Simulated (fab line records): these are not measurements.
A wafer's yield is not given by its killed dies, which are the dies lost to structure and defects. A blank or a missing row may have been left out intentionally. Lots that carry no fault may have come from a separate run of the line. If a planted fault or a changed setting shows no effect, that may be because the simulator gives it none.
fab line records	flow sky130
record lots=24	wafers=72	lastDay=50
route steps=708 shown FIELD_ISO@28 DNWELL@44 LI_CONTACT@374 CONTACT@407 VIA2@521
lots that met no fault: taken from a fault-free run of the same line
startH: start of the lot's first displayed wafer, in hours after the record's first day	waitH: time in hours since the lot's previous step	" repeats the value in the row above	L1.1+2: several wafers, shown together as one row	- value missing, or start not given	* or withheld: withheld	< > ~ a bound
route shown NAME@n: NAME is a module with steps in the file, n the number in the route of the first one	usual: mean/standard deviation of fault-free wafers	same: alike in all rows	chamber/n: place in a boat	sites: per-site readings	_std_site: the values' standard deviation	_edge_site: outer sites' mean less inner sites'	radiusMm: for every site, how far away it sits from the centre of the wafer	mask NAME#n: copy n	behind: the tool/chamber that last shaped the wafer	hold: the reason the lot was held/the length of the hold in hours/how it ended	device: names the non-switching transistor (n, p or np)	end of line: at the end of the route, the tests of the same wafers	where a step has no rows: the recipe by itself	killed: dies lost to structure and defects at the first sort, not the wafer's yield	map: the dies of a wafer, with x for killed, . for not killed, _ for no die there
set.NAME: the setting that was run; set.NAME@STEP: the one run at that earlier step	model.NAME: the simulator's own value behind a step, which no gauge read
one table for each step of the route and one row for each wafer, over a sample of lots
services: when a tool's chamber went out of use (startH, in hours from the record's first day, below 0 if earlier), for how many hours, and the reason
## steps
# step SKY_FIELD_ISO_CMP_27
# recipe stopOn=Si3N4	tOverpolishS=16	downForcePsi=4	platenRpm=60	targetThkNm=457.8	padVelocityMS=0.94248
# usual motorCurrentA=11.7/0.81	overpolishRunS=15.999/0.0094	platenRpm=60.00/0.037	timeToEndpointS=113/3.3
# same tOverpolishS=16
lot.wafer	tool	chamber	startH	waitH	motorCurrentA	overpolishRunS	platenRpm	timeToEndpointS
L074.3	cmp-01	2	42.41	0.0	12.2	16.013	60.01	117
L074.2	"	3	"	"	12.5	15.999	60.01	116
L074.6	"	2	"	"	11.1	15.982	59.94	116
L075.4	cmp-02	0	54.34	0.1	11.4	16.003	59.96	107
L075.2	"	1	"	"	12.6	16.001	60.02	111
L075.1	"	2	"	"	11.3	15.990	60.00	115
L076.2	cmp-02	3	54.64	0.3	10.6	15.988	60.01	109
L076.1	"	1	"	"	12.6	16.001	60.02	110
L076.5	"	3	"	"	10.6	16.004	60.00	107
L077.4	cmp-02	3	56.69	0.3	10.4	16.006	59.96	109
L077.2	"	2	"	"	11.9	16.010	59.99	113
L077.5	"	0	"	"	11.6	15.993	59.96	106
L078.1	cmp-02	3	59.80	0.1	10.4	15.996	59.97	111
L078.2	"	0	"	"	11.1	15.992	60.03	113
L078.5	"	1	"	"	11.9	16.010	60.01	115
L079.2	cmp-02	0	65.26	0.1	11.2	16.010	59.99	113
L079.5	"	1	"	"	12.3	15.987	59.97	117
L079.6	"	2	"	"	12.0	15.993	60.04	117
L080.1	cmp-02	0	69.30	0.0	11.4	15.991	59.97	113
L080.3	"	1	"	"	12.3	15.991	59.95	108
L080.4	"	2	"	"	11.9	15.986	59.96	109
L081.3	cmp-02	3	73.42	0.1	10.2	16.013	60.06	111
L081.4	"	0	"	"	10.8	15.990	60.03	114
L081.6	"	2	"	"	11.6	15.998	60.01	113
L082.2	cmp-01	2	78.70	0.0	12.2	16.010	59.99	108
L082.4	"	3	"	"	12.6	15.992	59.98	108
L082.1	"	1	"	"	12.1	16.001	60.04	113
L083.1	cmp-02	2	81.67	0.1	11.6	15.992	60.06	112
L083.2	"	3	"	"	10.3	16.008	60.01	112
L083.6	"	1	"	"	12.6	15.987	59.96	112
L084.4	cmp-01	0	87.51	0.1	11.5	15.997	59.97	112
L084.5	"	3	"	"	12.7	15.997	60.02	113
L084.6	"	0	"	"	11.2	16.016	59.98	113
L085.4	cmp-01	0	90.20	0.1	11.2	15.991	59.95	111
L085.3	"	2	"	"	11.7	15.996	60.12	112
L085.6	"	0	"	"	11.1	16.015	59.94	111
L086.2	cmp-01	2	95.54	0.1	12.1	16.010	60.01	115
L086.4	"	3	"	"	12.1	16.015	60.03	114
L086.6	"	0	"	"	11.2	16.001	60.03	116
L087.4	cmp-02	2	101.21	0.0	11.5	15.987	60.00	115
L087.3	"	3	"	"	9.8	15.993	59.92	112
L087.6	"	3	"	"	10.3	15.995	59.94	112
L088.2	cmp-01	0	109.44	0.1	11.0	15.984	60.05	116
L088.6	"	2	"	"	12.0	16.009	59.98	112
L088.5	"	3	"	"	12.8	15.998	60.01	115
L089.2	cmp-01	1	113.23	0.1	12.1	16.003	60.02	112
L089.4	"	2	"	"	12.4	16.012	59.98	109
L089.5	"	0	"	"	11.2	16.016	60.06	115
L090.4	cmp-01	0	117.98	0.0	11.2	16.004	60.02	110
L090.3	"	1	"	"	12.5	16.007	60.04	111
L090.6	"	0	"	"	10.5	15.996	59.96	114
L091.1	cmp-01	3	123.26	0.0	12.7	16.007	59.94	109
L091.2	"	2	"	"	11.5	16.008	60.03	110
L091.5	"	3	"	"	12.6	16.005	60.03	109
L092.2	cmp-02	2	127.11	0.0	12.6	16.007	60.06	118
L092.1	"	3	"	"	10.3	16.001	59.96	112
L092.5	"	2	"	"	12.5	15.995	60.01	116
L093.1	cmp-01	2	134.48	0.1	12.3	15.998	60.02	115
L093.4	"	3	"	"	12.5	15.990	59.98	112
L093.3	"	0	"	"	11.1	15.999	60.05	116
L094.1	cmp-02	3	141.80	0.1	10.6	16.000	59.99	121
L094.6	"	1	"	"	11.9	15.994	59.99	119
L094.5	"	2	"	"	11.9	15.996	59.99	120
L095.2	cmp-01	2	148.31	0.0	11.9	15.996	59.99	114
L095.4	"	3	"	"	12.2	16.011	60.00	116
L095.6	"	2	"	"	11.9	15.981	59.99	111
L096.2	cmp-02	0	151.06	0.0	11.2	15.987	60.04	122
L096.3	"	1	"	"	12.7	15.997	60.00	117
L096.5	"	1	"	"	12.4	16.002	59.99	118
L097.1	cmp-01	0	154.42	0.0	11.0	16.017	59.93	116
L097.3	"	3	"	"	12.3	15.991	59.95	113
L097.6	"	0	"	"	11.5	15.996	59.95	112
# step SKY_DNWELL_TW_MEAS_09
# usual DNWELL_TW=1114/12
lot.wafer	tool	chamber	startH	waitH	DNWELL_TW
L074.2	filmMetro-03	-	63.97	0.1	1125
L074.3	"	-	"	"	1123
L074.6	"	-	"	"	1122
L075.1	filmMetro-02	-	73.31	0.1	1100
L075.2	"	-	"	"	1091
L075.4	"	-	"	"	1099
L076.1	filmMetro-03	-	73.63	0.1	1130
L076.2	"	-	"	"	1129
L076.5	"	-	"	"	1133
L077.2	filmMetro-03	-	77.57	0.1	1127
L077.4	"	-	"	"	1123
L077.5	"	-	"	"	1127
L078.1	filmMetro-02	-	78.53	0.1	1092
L078.2	"	-	"	"	1092
L078.5	"	-	"	"	1091
L079.2	filmMetro-02	-	85.16	0.1	1092
L079.5	"	-	"	"	1094
L079.6	"	-	"	"	1094
L080.1	filmMetro-02	-	88.80	0.1	1091
L080.3	"	-	"	"	1096
L080.4	"	-	"	"	1102
L081.3	filmMetro-03	-	92.57	0.1	1125
L081.4	"	-	"	"	1126
L081.6	"	-	"	"	1132
L082.1	filmMetro-03	-	101.91	0.1	1125
L082.2	"	-	"	"	1128
L082.4	"	-	"	"	1122
L083.1	filmMetro-04	-	102.26	0.1	1113
L083.2	"	-	"	"	1106
L083.6	"	-	"	"	1111
L084.4	filmMetro-04	-	107.68	0.1	1106
L084.5	"	-	"	"	1107
L084.6	"	-	"	"	1108
L085.3	filmMetro-02	-	112.50	0.1	1105
L085.4	"	-	"	"	1104
L085.6	"	-	"	"	1093
L086.2	filmMetro-03	-	117.14	0.1	1126
L086.4	"	-	"	"	1126
L086.6	"	-	"	"	1126
L087.3	filmMetro-04	-	122.20	0.1	1117
L087.4	"	-	"	"	1119
L087.6	"	-	"	"	1111
L088.2	filmMetro-02	-	130.89	0.1	1109
L088.5	"	-	"	"	1108
L088.6	"	-	"	"	1108
L089.2	filmMetro-04	-	135.26	0.1	1124
L089.4	"	-	"	"	1122
L089.5	"	-	"	"	1122
L090.3	filmMetro-03	-	140.85	0.1	1111
L090.4	"	-	"	"	1123
L090.6	"	-	"	"	1125
L091.1	filmMetro-04	-	144.06	0.1	1116
L091.2	"	-	"	"	1111
L091.5	"	-	"	"	1111
L092.1	filmMetro-04	-	150.18	0.1	1119
L092.2	"	-	"	"	1118
L092.5	"	-	"	"	1119
L093.1	filmMetro-04	-	161.05	0.1	1117
L093.3	"	-	"	"	1122
L093.4	"	-	"	"	1118
L094.1	filmMetro-03	-	166.83	0.1	1124
L094.5	"	-	"	"	1129
L094.6	"	-	"	"	1124
L095.2	filmMetro-02	-	172.06	0.1	1119
L095.4	"	-	"	"	1117
L095.6	"	-	"	"	1109
L096.2	filmMetro-03	-	174.21	0.1	1116
L096.3	"	-	"	"	1118
L096.5	"	-	"	"	1123
L097.1	filmMetro-02	-	176.98	0.1	1110
L097.3	"	-	"	"	1114
L097.6	"	-	"	"	1107
# step SKY_LI_CONTACT_CD_MEAS_12
# recipe targetCdNm=170
# usual cdNm=170.1/1.6
lot.wafer	tool	chamber	startH	waitH	cdNm
L074.2	cdSem-02	-	694.88	-	170.0
L074.3	"	-	"	"	168.9
L074.6	"	-	"	"	170.9
L076.1	cdSem-02	-	708.56	-	170.8
L076.2	"	-	"	"	172.1
L076.5	"	-	"	"	173.0
L075.1	cdSem-02	-	710.26	-	168.6
L075.2	"	-	"	"	169.2
L075.4	"	-	"	"	168.7
L077.2	cdSem-01	-	718.88	-	168.4
L077.4	"	-	"	"	169.6
L077.5	"	-	"	"	169.2
L078.1	cdSem-02	-	721.36	-	170.6
L078.2	"	-	"	"	170.3
L078.5	"	-	"	"	168.3
L079.2	cdSem-01	-	730.28	-	172.1
L079.5	"	-	"	"	171.5
L079.6	"	-	"	"	172.1
L080.1	cdSem-02	-	732.38	-	171.7
L080.3	"	-	"	"	170.5
L080.4	"	-	"	"	169.7
L081.3	cdSem-02	-	739.50	-	170.3
L081.4	"	-	"	"	170.8
L081.6	"	-	"	"	170.0
L082.1	cdSem-02	-	752.86	-	170.4
L082.2	"	-	"	"	171.0
L082.4	"	-	"	"	169.5
L083.1	cdSem-02	-	753.91	-	170.2
L083.2	"	-	"	"	171.1
L083.6	"	-	"	"	173.2
L084.4	cdSem-02	-	758.87	-	170.6
L084.5	"	-	"	"	170.2
L084.6	"	-	"	"	169.0
L085.3	cdSem-02	-	764.00	-	169.3
L085.4	"	-	"	"	168.5
L085.6	"	-	"	"	168.9
L086.2	cdSem-02	-	781.63	-	171.6
L086.4	"	-	"	"	171.3
L086.6	"	-	"	"	170.4
L087.3	cdSem-01	-	785.90	-	169.3
L087.4	"	-	"	"	169.5
L087.6	"	-	"	"	169.9
L089.2	cdSem-02	-	793.90	-	169.0
L089.4	"	-	"	"	168.9
L089.5	"	-	"	"	166.9
L088.2	cdSem-02	-	794.58	-	173.3
L088.5	"	-	"	"	172.5
L088.6	"	-	"	"	173.5
L092.1	cdSem-01	-	819.46	-	170.8
L092.2	"	-	"	"	170.6
L092.5	"	-	"	"	170.1
L090.3	cdSem-01	-	823.10	-	169.4
L090.4	"	-	"	"	169.1
L090.6	"	-	"	"	169.8
L091.1	cdSem-02	-	824.48	-	167.7
L091.2	"	-	"	"	167.7
L091.5	"	-	"	"	167.4
L093.1	cdSem-02	-	827.78	-	168.4
L093.3	"	-	"	"	168.1
L093.4	"	-	"	"	171.0
L094.1	cdSem-01	-	835.56	-	170.4
L094.5	"	-	"	"	169.8
L094.6	"	-	"	"	169.8
L095.2	cdSem-02	-	838.00	-	171.4
L095.4	"	-	"	"	170.4
L095.6	"	-	"	"	170.4
L096.2	cdSem-02	-	843.60	-	171.4
L096.3	"	-	"	"	173.2
L096.5	"	-	"	"	172.1
L097.1	cdSem-02	-	845.08	-	166.8
L097.3	"	-	"	"	167.2
L097.6	"	-	"	"	167.9
# step SKY_LI_CONTACT_SPUTTER_19
# recipe material=Ti	targetThkNm=20	chamberPressurePa=5	powerW=2500	substrateTempC=200	timeS=106.37
# usual throttleValvePct=30.0/1.1
# same timeS=106.37
lot.wafer	tool	chamber	startH	waitH	throttleValvePct
L074.2	pvdSputter-02	-	695.47	0.0	30.8
L074.3	"	-	"	"	30.4
L074.6	"	-	"	"	30.5
L076.1	pvdSputter-03	-	709.14	0.0	29.7
L076.2	"	-	"	"	30.8
L076.5	"	-	"	"	30.8
L075.1	pvdSputter-03	-	710.83	0.0	30.9
L075.2	"	-	"	"	29.5
L075.4	"	-	"	"	31.4
L077.2	pvdSputter-01	-	719.44	0.0	31.4
L077.4	"	-	"	"	30.9
L077.5	"	-	"	"	30.7
L078.1	pvdSputter-02	-	721.94	0.0	28.3
L078.2	"	-	"	"	27.8
L078.5	"	-	"	"	27.8
L079.2	pvdSputter-03	-	730.85	0.0	30.7
L079.5	"	-	"	"	29.2
L079.6	"	-	"	"	29.9
L080.1	pvdSputter-02	-	732.95	0.0	28.7
L080.3	"	-	"	"	30.7
L080.4	"	-	"	"	31.1
L081.3	pvdSputter-03	-	740.05	0.0	30.7
L081.4	"	-	"	"	29.6
L081.6	"	-	"	"	31.0
L082.1	pvdSputter-03	-	753.45	0.0	31.0
L082.2	"	-	"	"	30.6
L082.4	"	-	"	"	29.5
L083.1	pvdSputter-03	-	754.48	0.0	29.8
L083.2	"	-	"	"	30.9
L083.6	"	-	"	"	29.6
L084.4	pvdSputter-03	-	759.39	0.0	31.1
L084.5	"	-	"	"	29.7
L084.6	"	-	"	"	30.1
L085.3	pvdSputter-03	-	764.54	0.0	29.2
L085.4	"	-	"	"	29.8
L085.6	"	-	"	"	31.2
L086.2	pvdSputter-02	-	782.18	0.0	28.4
L086.4	"	-	"	"	30.8
L086.6	"	-	"	"	28.4
L087.3	pvdSputter-02	-	786.45	0.0	30.7
L087.4	"	-	"	"	28.7
L087.6	"	-	"	"	27.7
L089.2	pvdSputter-02	-	794.46	0.0	28.6
L089.4	"	-	"	"	31.1
L089.5	"	-	"	"	27.9
L088.2	pvdSputter-03	-	795.20	0.0	30.4
L088.5	"	-	"	"	30.6
L088.6	"	-	"	"	31.2
L092.1	pvdSputter-02	-	820.12	0.0	27.5
L092.2	"	-	"	"	30.8
L092.5	"	-	"	"	28.6
L090.3	pvdSputter-01	-	823.65	0.0	29.6
L090.4	"	-	"	"	30.7
L090.6	"	-	"	"	31.9
L091.1	pvdSputter-02	-	825.05	0.0	30.7
L091.2	"	-	"	"	30.7
L091.5	"	-	"	"	30.8
L093.1	pvdSputter-03	-	828.35	0.0	29.5
L093.3	"	-	"	"	29.5
L093.4	"	-	"	"	31.2
L094.1	pvdSputter-02	-	836.13	0.0	27.7
L094.5	"	-	"	"	28.3
L094.6	"	-	"	"	30.7
L095.2	pvdSputter-02	-	838.55	0.0	28.3
L095.4	"	-	"	"	30.5
L095.6	"	-	"	"	30.8
L096.2	pvdSputter-02	-	844.15	0.0	28.7
L096.3	"	-	"	"	30.6
L096.5	"	-	"	"	30.8
L097.1	pvdSputter-01	-	845.83	0.0	29.8
L097.3	"	-	"	"	30.3
L097.6	"	-	"	"	31.7
# step SKY_CONTACT_THK_MEAS_01
# recipe reads=Si3N4_of_CONTACT_CVD_00
# usual CONTACT_CVD_00_THK=75.1/0.89
lot.wafer	tool	chamber	startH	waitH	CONTACT_CVD_00_THK[nm]
L074.2	filmMetro-01	-	724.83	-	73.2
L074.3	"	-	"	"	75.3
L074.6	"	-	"	"	75.5
L076.1	filmMetro-01	-	738.42	-	73.4
L076.2	"	-	"	"	74.1
L076.5	"	-	"	"	74.7
L075.1	filmMetro-02	-	740.52	-	74.2
L075.2	"	-	"	"	75.0
L075.4	"	-	"	"	75.4
L077.2	filmMetro-02	-	748.30	-	74.8
L077.4	"	-	"	"	75.3
L077.5	"	-	"	"	76.2
L078.1	filmMetro-02	-	751.42	-	72.9
L078.2	"	-	"	"	73.6
L078.5	"	-	"	"	74.6
L079.2	filmMetro-01	-	759.41	-	75.5
L079.5	"	-	"	"	75.9
L079.6	"	-	"	"	75.8
L080.1	filmMetro-01	-	761.78	-	74.5
L080.3	"	-	"	"	74.2
L080.4	"	-	"	"	74.7
L081.3	filmMetro-01	-	768.17	-	73.7
L081.4	"	-	"	"	75.6
L081.6	"	-	"	"	74.8
L082.1	filmMetro-03	-	782.04	-	73.9
L082.2	"	-	"	"	74.3
L082.4	"	-	"	"	75.4
L083.1	filmMetro-03	-	783.20	-	75.1
L083.2	"	-	"	"	74.6
L083.6	"	-	"	"	75.6
L084.4	filmMetro-02	-	787.88	-	74.8
L084.5	"	-	"	"	75.3
L084.6	"	-	"	"	75.6
L085.3	filmMetro-03	-	792.08	-	75.3
L085.4	"	-	"	"	75.5
L085.6	"	-	"	"	76.3
L086.2	filmMetro-02	-	809.74	-	74.8
L086.4	"	-	"	"	75.2
L086.6	"	-	"	"	75.2
L087.3	filmMetro-02	-	814.42	-	76.5
L087.4	"	-	"	"	75.9
L087.6	"	-	"	"	76.4
L089.2	filmMetro-02	-	822.72	-	73.8
L089.4	"	-	"	"	76.3
L089.5	"	-	"	"	75.3
L088.2	filmMetro-02	-	823.93	-	74.6
L088.5	"	-	"	"	76.2
L088.6	"	-	"	"	76.1
L092.1	filmMetro-03	-	847.30	-	75.0
L092.2	"	-	"	"	75.7
L092.5	"	-	"	"	75.9
L090.3	filmMetro-02	-	850.86	-	74.9
L090.4	"	-	"	"	76.5
L090.6	"	-	"	"	75.7
L091.1	filmMetro-03	-	853.26	-	75.1
L091.2	"	-	"	"	74.2
L091.5	"	-	"	"	76.2
L093.1	filmMetro-02	-	855.79	-	74.1
L093.3	"	-	"	"	75.1
L093.4	"	-	"	"	75.9
L094.1	filmMetro-03	-	863.69	-	74.0
L094.5	"	-	"	"	74.6
L094.6	"	-	"	"	75.3
L095.2	filmMetro-02	-	866.83	-	73.7
L095.4	"	-	"	"	75.9
L095.6	"	-	"	"	75.8
L096.2	filmMetro-03	-	871.56	-	76.3
L096.3	"	-	"	"	74.5
L096.5	"	-	"	"	76.5
L097.1	filmMetro-01	-	873.60	-	75.1
L097.3	"	-	"	"	76.4
L097.6	"	-	"	"	76.2
# step SKY_VIA2_ETCH_14
# recipe chemistry=N2/H2	target=BARC	ionEnergyEv=200	sourceW=500	biasW=98.87	pressureMtorr=30	n2FlowSccm=100	h2FlowSccm=200	stopOn=SiO2	timeS=45.9	targetDepthA=600
# usual chamberPressureMTorr=29.999/0.027	drypumpMotorCurrentA=5.8/0.46	oesProductAu=0.854/0.0048	throttleValvePct=13.223/0.0088
# same timeS=45.9
lot.wafer	tool	chamber	startH	waitH	chamberPressureMTorr	drypumpMotorCurrentA	oesProductAu	rfHoursCounterH	throttleValvePct
L074.2	rieDiel-02	3	861.86	0.0	29.998	6.0	0.853	23	13.227
L074.3	"	1	"	"	30.026	6.0	0.860	11	13.203
L074.6	"	3	"	"	29.986	6.0	0.866	-	13.208
L076.1	rieDiel-04	3	875.86	0.0	30.001	5.9	0.841	15	13.232
L076.2	"	2	"	"	30.007	6.2	0.856	4	13.223
L076.5	"	2	"	"	30.034	6.2	0.863	-	13.221
L075.1	rieDiel-04	3	880.93	0.0	29.948	5.9	0.851	15	13.230
L075.2	"	1	"	"	29.999	6.4	0.857	6	13.230
L075.4	"	0	"	"	30.026	5.5	0.844	1	13.226
L077.2	rieDiel-02	3	885.18	0.0	30.004	6.0	0.852	24	13.223
L077.4	"	2	"	"	30.053	4.7	0.847	4	13.222
L077.5	"	0	"	"	30.005	6.2	0.854	-	13.211
L078.1	rieDiel-02	3	888.11	0.0	30.010	6.0	0.849	24	13.215
L078.2	"	0	"	"	30.014	6.2	0.849	21	13.227
L078.5	"	0	"	"	30.026	6.2	0.839	-	13.210
L079.2	rieDiel-04	1	896.57	0.0	29.985	6.4	0.854	6	13.228
L079.5	"	2	"	"	30.000	6.2	0.853	-	13.215
L079.6	"	1	"	"	30.006	6.4	0.858	-	13.221
L080.1	rieDiel-04	1	898.48	0.0	29.959	6.4	0.854	6	13.220
L080.3	"	0	"	"	30.003	5.5	0.844	1	13.216
L080.4	"	2	"	"	30.015	6.2	0.848	5	13.236
L081.3	rieDiel-04	1	903.16	0.0	30.033	6.4	0.857	6	13.227
L081.4	"	0	"	"	30.024	5.5	0.852	-	13.215
L081.6	"	1	"	"	30.048	6.4	0.849	-	13.223
L082.1	rieDiel-03	2	915.58	0.0	30.027	6.1	0.857	3	13.214
L082.2	"	0	"	"	30.002	5.6	0.851	13	13.220
L082.4	"	3	"	"	30.022	5.8	0.856	20	13.222
L083.1	rieDiel-04	0	917.23	0.0	29.999	5.5	0.844	2	13.207
L083.2	"	2	"	"	29.979	6.2	0.851	5	13.220
L083.6	"	3	"	"	29.993	5.9	0.856	-	13.219
L084.4	rieDiel-03	1	921.78	0.0	30.036	5.7	0.850	16	13.233
L084.5	"	1	"	"	30.033	5.7	0.852	-	13.219
L084.6	"	0	"	"	30.005	5.6	0.857	-	13.235
L085.3	rieDiel-02	3	925.93	0.0	29.966	6.0	0.863	-	13.232
L085.4	"	1	"	"	29.992	6.0	0.858	-	13.219
L085.6	"	1	"	"	30.024	6.0	0.856	-	13.237
L086.2	rieDiel-04	1	941.23	0.0	30.041	6.4	0.859	8	13.220
L086.4	"	0	"	"	30.015	5.5	0.859	3	13.228
L086.6	"	1	"	"	29.971	6.4	0.860	-	13.229
L087.3	rieDiel-02	2	948.43	0.0	30.001	4.7	0.852	6	13.225
L087.4	"	1	"	"	29.982	5.9	0.851	13	13.225
L087.6	"	3	"	"	29.994	6.0	0.853	-	13.234
L089.2	rieDiel-02	1	953.83	0.0	30.008	6.0	0.855	13	13.236
L089.4	"	0	"	"	29.986	6.2	0.859	22	13.229
L089.5	"	1	"	"	29.972	5.9	0.866	-	13.219
L088.2	rieDiel-03	2	956.16	0.0	30.026	6.1	0.851	4	13.215
L088.5	"	1	"	"	30.009	5.7	0.855	-	13.231
L088.6	"	2	"	"	29.965	6.1	0.852	-	13.234
L092.1	rieDiel-04	3	979.41	0.0	30.034	5.9	0.856	18	13.239
L092.2	"	1	"	"	30.013	6.4	0.849	9	13.214
L092.5	"	0	"	"	30.025	5.5	0.852	-	13.220
L090.3	rieDiel-04	0	982.76	0.0	30.089	5.5	0.855	4	13.235
L090.4	"	1	"	"	29.987	6.4	0.850	9	13.227
L090.6	"	1	"	"	29.918	6.4	0.849	-	13.211
L091.1	rieDiel-03	1	982.81	0.0	30.018	5.7	0.851	18	13.204
L091.2	"	2	"	"	30.006	6.1	0.853	5	13.240
L091.5	"	2	"	"	29.994	6.1	0.857	-	13.210
L093.1	rieDiel-02	2	985.58	0.0	29.975	4.7	0.853	7	13.231
L093.3	"	0	"	"	29.994	6.2	0.858	23	13.217
L093.4	"	3	"	"	29.974	6.0	0.851	28	13.218
L094.1	rieDiel-02	2	994.46	0.0	29.990	4.7	0.858	8	13.234
L094.5	"	2	"	"	30.016	4.6	0.849	-	13.213
L094.6	"	3	"	"	29.998	6.0	0.846	-	13.219
L095.2	rieDiel-03	0	995.50	0.0	29.990	5.6	0.850	16	13.233
L095.4	"	2	"	"	29.968	6.1	0.859	-	13.233
L095.6	"	3	"	"	29.997	5.8	0.855	-	13.212
L096.2	rieDiel-02	0	1000.26	0.0	30.006	6.2	0.849	24	13.215
L096.3	"	3	"	"	29.999	6.0	0.856	28	13.220
L096.5	"	2	"	"	29.963	4.7	0.858	-	13.218
L097.1	rieDiel-03	2	1002.43	0.0	29.978	6.1	0.855	6	13.206
L097.3	"	3	"	"	29.993	5.8	0.859	-	13.219
L097.6	"	3	"	"	30.001	5.8	0.850	-	13.228
## services
tool	chamber	startH	hours	kind
cmp-01	-	22.91	1.7	repair
cmp-02	-	26.05	0.4	repair
cmp-01	-	44.86	5.2	pm
cmp-02	-	46.56	1.7	repair
cmp-01	-	51.70	9.2	repair
cmp-01	-	64.00	4.0	pm
cmp-01	-	68.56	0.2	repair
cmp-02	-	86.25	10.3	pm
cmp-02	-	160.26	1.4	repair
cmp-01	-	181.58	1.1	repair
cmp-02	-	206.69	4.5	pm
cmp-02	-	213.10	0.8	repair
cmp-02	-	232.00	4.0	pm
cmp-02	-	280.64	0.5	repair
cmp-01	-	291.34	2.2	repair
cmp-02	-	315.20	0.3	repair
cmp-01	-	327.22	1.1	repair
cmp-02	-	339.78	4.7	pm
cmp-02	-	383.92	8.0	repair
cmp-02	-	388.48	0.4	repair
cmp-02	-	395.54	15.3	repair
cmp-01	-	404.00	4.0	pm
cmp-01	-	413.86	3.5	pm
cmp-01	-	437.21	0.3	repair
## key
fault none
